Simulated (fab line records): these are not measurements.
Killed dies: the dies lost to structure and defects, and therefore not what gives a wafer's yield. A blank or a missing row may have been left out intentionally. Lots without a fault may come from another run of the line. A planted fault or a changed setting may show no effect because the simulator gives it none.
fab line records	flow gf180mcu
[record] lots = 14	wafers = 40	lastDay = 34
route steps=602 shown HV_LDD@184 PSD@255 SAB@277 CONTACT@298
lots untouched by any fault: they come from a run of this same line in which no faults occurred
startH: start of the lot's first displayed wafer, in hours after the record's first day	waitH: time in hours since the lot's previous step	" identical to the entry in the row above	L1.1+2: a single row standing in for several wafers	- no value, or no start was given	* or withheld: withheld	< > ~ a bound
route shown NAME@n: names a module that has steps shown in the file, with the first one's number in the route	usual: the fault-free wafers' mean and standard deviation	same: alike in all rows	chamber/n: place in a boat	sites: readings site by site	_std_site: standard deviation of those values	_edge_site: inner sites' mean taken away from outer sites' mean	radiusMm: how far each site lies from the wafer's centre	mask NAME#n: copy n	behind: the most recent tool/chamber to have shaped the wafer	hold: why the lot was held/for how many hours/how that ended	device: whichever transistor did not switch (one of n, p or np)	end of line: the same wafers' tests at the end of the route	for a step that has no rows: nothing shown but its recipe	killed: the dies lost at the first sort to structure and to defects; this is not the yield of the wafer	map: per-die view of a wafer (x killed, . not killed, _ where there is no die)
set.NAME: the run value of the setting; set.NAME@STEP: its run value at that earlier step	model.NAME: the simulator's own value behind a step, which no gauge read
route steps across a sampled set of lots; one table per step, one row per wafer
services: when a tool's chamber went out of use (startH, in hours from the record's first day, below 0 if earlier), for how many hours, and the reason
[[steps]]
[step GF_HV_LDD_OVL_MEAS_08]
[usual] HV_LDD_OVL = 0.1/1.6
lot.wafer	tool	chamber	startH	waitH	HV_LDD_OVL[nm]
L995.1	overlay-02	-	229.65	0.1	-0.9
L995.2	"	-	"	"	-1.0
L995.5	"	-	"	"	-0.3
L994.2	overlay-01	-	229.74	0.1	1.9
L994.3	"	-	"	"	0.2
L994.5	"	-	"	"	2.8
L993.1	overlay-02	-	229.95	0.1	-1.9
L993.3	"	-	"	"	-0.5
L993.6	"	-	"	"	-0.1
L992.1	overlay-02	-	232.11	0.1	3.9
L992.4	"	-	"	"	3.5
L992.5	"	-	"	"	3.3
L996.1	overlay-02	-	235.96	0.1	-0.4
L996.3	"	-	"	"	-0.5
L996.5	"	-	"	"	-0.5
L997.3	overlay-02	-	237.71	0.1	-1.0
L997.4	"	-	"	"	-1.4
L997.6	"	-	"	"	-0.9
L998.3	overlay-01	-	245.07	0.1	2.1
L998.4	"	-	"	"	0.3
L998.6	"	-	"	"	3.2
L100.1	overlay-02	-	256.25	0.1	0.6
L100.2	"	-	"	"	0.7
L100.6	"	-	"	"	1.2
L104.4	overlay-02	-	283.52	0.1	-1.2
L104.5	"	-	"	"	-2.1
L104.6	"	-	"	"	0.9
L105.1	overlay-01	-	291.46	0.1	-0.4
L105.3	"	-	"	"	-1.2
L106.3	overlay-02	-	294.41	0.1	-0.2
L106.5	"	-	"	"	1.5
L112.1	overlay-02	-	348.85	0.1	-2.8
L112.5	"	-	"	"	-1.7
L112.6	"	-	"	"	-3.5
L114.3	overlay-02	-	365.06	0.1	-0.9
L114.4	"	-	"	"	1.1
L114.5	"	-	"	"	-0.9
L115.3	overlay-01	-	371.36	0.1	0.7
L115.4	"	-	"	"	0.5
L115.6	"	-	"	"	1.8
[step GF_PSD_CD_MEAS_07]
[recipe] targetCdNm = 400
[usual] cdNm = 399.5/1.9
lot.wafer	tool	chamber	startH	waitH	cdNm
L995.1	cdSem-01	-	328.24	0.1	401.6
L995.2	"	-	"	"	401.7
L995.5	"	-	"	"	401.6
L993.1	cdSem-02	-	330.79	0.1	398.3
L993.3	"	-	"	"	401.2
L993.6	"	-	"	"	398.1
L994.2	cdSem-01	-	331.11	0.1	399.8
L994.3	"	-	"	"	401.8
L994.5	"	-	"	"	399.7
L992.1	cdSem-02	-	333.34	0.1	401.2
L992.4	"	-	"	"	399.8
L992.5	"	-	"	"	401.3
L996.1	cdSem-01	-	337.08	0.1	398.2
L996.3	"	-	"	"	400.8
L996.5	"	-	"	"	397.3
L997.3	cdSem-02	-	337.33	0.1	397.2
L997.4	"	-	"	"	399.5
L997.6	"	-	"	"	397.2
L998.3	cdSem-02	-	347.88	0.1	398.9
L998.4	"	-	"	"	399.2
L998.6	"	-	"	"	399.8
L100.1	cdSem-01	-	359.14	0.1	401.7
L100.2	"	-	"	"	399.7
L100.6	"	-	"	"	402.5
L104.4	cdSem-02	-	395.04	0.1	399.2
L104.5	"	-	"	"	400.8
L104.6	"	-	"	"	399.6
L105.1	cdSem-02	-	405.49	0.1	399.1
L105.3	"	-	"	"	401.3
L106.3	cdSem-01	-	410.58	0.1	401.1
L106.5	"	-	"	"	399.3
L112.1	cdSem-02	-	474.69	0.1	400.3
L112.5	"	-	"	"	399.4
L112.6	"	-	"	"	398.9
L114.3	cdSem-02	-	490.47	0.1	402.4
L114.4	"	-	"	"	400.1
L114.5	"	-	"	"	399.0
L115.3	cdSem-02	-	496.17	0.1	398.1
L115.4	"	-	"	"	397.2
L115.6	"	-	"	"	398.4
[step GF_SAB_STRIP_13]
[recipe] chemistry = O2/N2	powerW = 1400	pressureMtorr = 1500	platenTempC = 250	o2FlowSccm = 3000	n2FlowSccm = 300	overashFraction = 0.5
[usual] drypumpMotorCurrentA = 5.7/0.46	heaterPowerW = 321/19	oesProductAu = 0.709/0.0044	stripTimeToEndpointS = 12.64/0.035
lot.wafer	tool	chamber	startH	waitH	drypumpMotorCurrentA	heaterPowerW	oesProductAu	rfHoursCounterH	stripTimeToEndpointS
L995.1	plasmaAsher-04	0	350.89	0.0	6.0	337	0.712	76	12.67
L995.2	"	1	"	"	5.9	330	0.708	76	12.68
L995.5	"	1	"	"	6.0	337	0.712	-	12.68
L993.1	plasmaAsher-01	0	353.14	0.0	5.2	323	0.712	57	12.68
L993.3	"	1	"	"	5.0	297	0.716	-	12.71
L993.6	"	0	"	"	5.2	321	0.711	-	12.70
L994.2	plasmaAsher-01	0	353.55	0.0	5.2	316	0.714	57	12.68
L994.3	"	1	"	"	5.0	291	0.714	-	12.69
L994.5	"	0	"	"	5.2	315	0.703	-	12.68
L992.1	plasmaAsher-03	0	356.54	0.0	6.1	343	0.713	69	12.68
L992.4	"	0	"	"	6.1	339	0.701	-	12.63
L992.5	"	1	"	"	6.0	345	0.710	-	12.64
L996.1	plasmaAsher-04	0	359.90	0.0	6.0	326	0.714	77	12.66
L996.3	"	1	"	"	5.9	333	0.712	-	12.65
L996.5	"	1	"	"	5.9	342	0.716	-	12.67
L997.3	plasmaAsher-01	0	360.69	0.0	5.2	321	0.704	-	12.67
L997.4	"	1	"	"	4.9	292	0.704	-	12.65
L997.6	"	0	"	"	5.2	321	0.709	-	12.63
L998.3	plasmaAsher-01	1	371.72	0.0	5.0	286	0.709	-	12.64
L998.4	"	0	"	"	5.2	309	0.707	-	12.62
L998.6	"	0	"	"	5.2	315	0.709	-	12.66
L100.1	plasmaAsher-04	1	384.00	0.0	6.0	328	0.707	80	12.69
L100.2	"	0	"	"	6.0	334	0.710	80	12.68
L100.6	"	0	"	"	6.0	340	0.704	-	12.64
L104.4	plasmaAsher-03	1	420.72	0.0	6.0	343	0.710	-	12.67
L104.5	"	1	"	"	6.0	357	0.714	-	12.69
L104.6	"	0	"	"	6.1	346	0.711	-	12.68
L105.1	plasmaAsher-01	1	432.19	0.0	5.0	299	0.707	67	12.56
L105.3	"	0	"	"	5.2	305	0.710	-	12.60
L106.3	plasmaAsher-03	1	436.32	0.0	6.1	354	0.707	-	12.60
L106.5	"	1	"	"	6.0	352	0.709	-	12.58
L112.1	plasmaAsher-04	1	497.40	0.0	6.0	329	0.703	8	12.64
L112.5	"	1	"	"	6.0	324	0.711	-	12.64
L112.6	"	0	"	"	6.0	317	0.709	-	12.68
L114.3	plasmaAsher-04	0	513.57	0.0	6.0	318	0.709	-	12.58
L114.4	"	1	"	"	6.0	324	0.710	-	12.60
L114.5	"	1	"	"	6.0	322	0.708	-	12.61
L115.3	plasmaAsher-04	1	519.57	0.0	6.0	327	0.714	-	12.69
L115.4	"	0	"	"	6.0	310	0.709	-	12.70
L115.6	"	1	"	"	6.0	329	0.713	-	12.67
[step GF_CONTACT_EXPOSE_11]
[recipe] maskId = Contact	targetCdNm = 220	na = 0.68	sourceShape = conventional	sigmaOuter = 0.6	doseMj = 38
lot.wafer	tool	chamber	startH	waitH	mask
L995.1+2+5	krfScanner-02	0	363.46	-	Contact#0
L993.1+3+6	krfScanner-02	0	366.34	-	Contact#0
L994.2+3+5	krfScanner-02	0	366.60	-	Contact#0
L992.1+4+5	krfScanner-02	0	370.58	-	Contact#0
L996.1+3+5	krfScanner-02	0	373.63	-	Contact#0
L997.3+4+6	krfScanner-01	0	374.54	-	Contact#0
L998.3+4+6	krfScanner-02	0	384.34	-	Contact#0
L100.1+2+6	krfScanner-02	0	398.66	-	Contact#0
L104.4+5+6	krfScanner-02	0	434.04	-	Contact#0
L105.1+3	krfScanner-02	0	446.33	-	Contact#0
L106.3+5	krfScanner-02	0	451.17	-	Contact#0
L112.1+5+6	krfScanner-01	0	509.91	-	Contact#0
L114.3+4+5	krfScanner-02	0	526.94	-	Contact#0
L115.3+4+6	krfScanner-01	0	532.34	-	Contact#0
[step GF_CONTACT_CD_MEAS_14]
[recipe] targetCdNm = 220
[usual] cdNm = 219.6/1.9
lot.wafer	tool	chamber	startH	waitH	cdNm
L995.1	cdSem-01	-	375.68	0.1	218.7
L995.2	"	-	"	"	219.3
L995.5	"	-	"	"	219.8
L993.1	cdSem-01	-	377.98	0.1	220.9
L993.3	"	-	"	"	218.7
L993.6	"	-	"	"	218.8
L994.2	cdSem-02	-	378.10	0.1	218.4
L994.3	"	-	"	"	219.4
L994.5	"	-	"	"	220.1
L992.1	cdSem-01	-	381.93	0.1	220.2
L992.4	"	-	"	"	219.5
L992.5	"	-	"	"	219.9
L996.1	cdSem-01	-	384.48	0.1	219.9
L996.3	"	-	"	"	219.2
L996.5	"	-	"	"	219.9
L997.3	cdSem-01	-	385.22	0.1	218.4
L997.4	"	-	"	"	220.3
L997.6	"	-	"	"	218.1
L998.3	cdSem-01	-	397.17	0.1	221.5
L998.4	"	-	"	"	222.0
L998.6	"	-	"	"	220.6
L100.1	cdSem-02	-	409.98	0.1	221.0
L100.2	"	-	"	"	219.1
L100.6	"	-	"	"	220.7
L104.4	cdSem-02	-	447.24	0.1	212.2
L104.5	"	-	"	"	217.5
L104.6	"	-	"	"	219.3
L105.1	cdSem-01	-	458.58	0.1	218.7
L105.3	"	-	"	"	211.6
L106.3	cdSem-02	-	462.17	0.1	210.4
L106.5	"	-	"	"	219.2
L112.1	cdSem-01	-	521.28	0.1	218.2
L112.5	"	-	"	"	220.0
L112.6	"	-	"	"	218.5
L114.3	cdSem-02	-	537.27	0.1	220.5
L114.4	"	-	"	"	221.4
L114.5	"	-	"	"	221.0
L115.3	cdSem-01	-	543.07	0.1	219.5
L115.4	"	-	"	"	220.4
L115.6	"	-	"	"	221.1
[[services]]
tool	chamber	startH	hours	kind
krfScanner-02	-	330.75	1.3	pm
krfScanner-02	-	332.05	0.8	pm
krfScanner-01	-	332.80	3.6	pm
krfScanner-02	-	334.51	1.0	pm
krfScanner-01	-	336.35	11.6	pm
krfScanner-01	-	347.90	1.3	pm
krfScanner-01	-	353.51	0.8	pm
krfScanner-01	-	364.78	4.0	pm
krfScanner-01	-	368.80	1.0	pm
krfScanner-02	0	377.92	-	calibration
krfScanner-01	-	390.42	0.8	pm
plasmaAsher-04	-	421.25	9.0	pm
plasmaAsher-04	0	421.25	9.0	ventCycle
krfScanner-01	-	443.63	9.3	repair
krfScanner-01	-	455.67	1.4	repair
plasmaAsher-01	-	455.72	0.6	repair
krfScanner-02	-	457.74	0.8	pm
krfScanner-02	-	463.90	1.3	pm
krfScanner-02	-	467.24	4.4	pm
krfScanner-02	-	474.71	1.0	pm
krfScanner-02	-	494.12	2.9	repair
plasmaAsher-01	-	503.13	0.9	repair
krfScanner-01	-	505.49	1.3	pm
plasmaAsher-03	-	524.07	2.1	repair
[[key]]
[firstSign] step = GF_CONTACT_CD_MEAS_14	reading = cdNm	direction = down	sigmas = 4.4	usual = 219.6	struck = 211.4
effect none on later readings
metAt GF_CONTACT_EXPOSE_11
struckLots L104,L105,L106
struckWafers L104.4,L105.3,L106.3
testerLeftOut L104,L105,L106
notActingAt GF_HV_LDD_OVL_MEAS_08,GF_PSD_CD_MEAS_07,GF_SAB_STRIP_13
onsetBetween 398.66 434.04
[fault] kind = processParameterDrift	tool = krfScanner-02	chamber = -	onsetH = 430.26	steps = GF_CONTACT_EXPOSE_11	channel = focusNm	offset = 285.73	shape = step	endH = 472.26	scope = struckWafersOnly
// testerLeftOut: of these lots the tester's yield and bins aren't shown, on N5 and GAA mostly nor the transistor test; their killed dies are dies lost to structure and defects alone, not to doping, threshold or leakage, so they don't give the yield
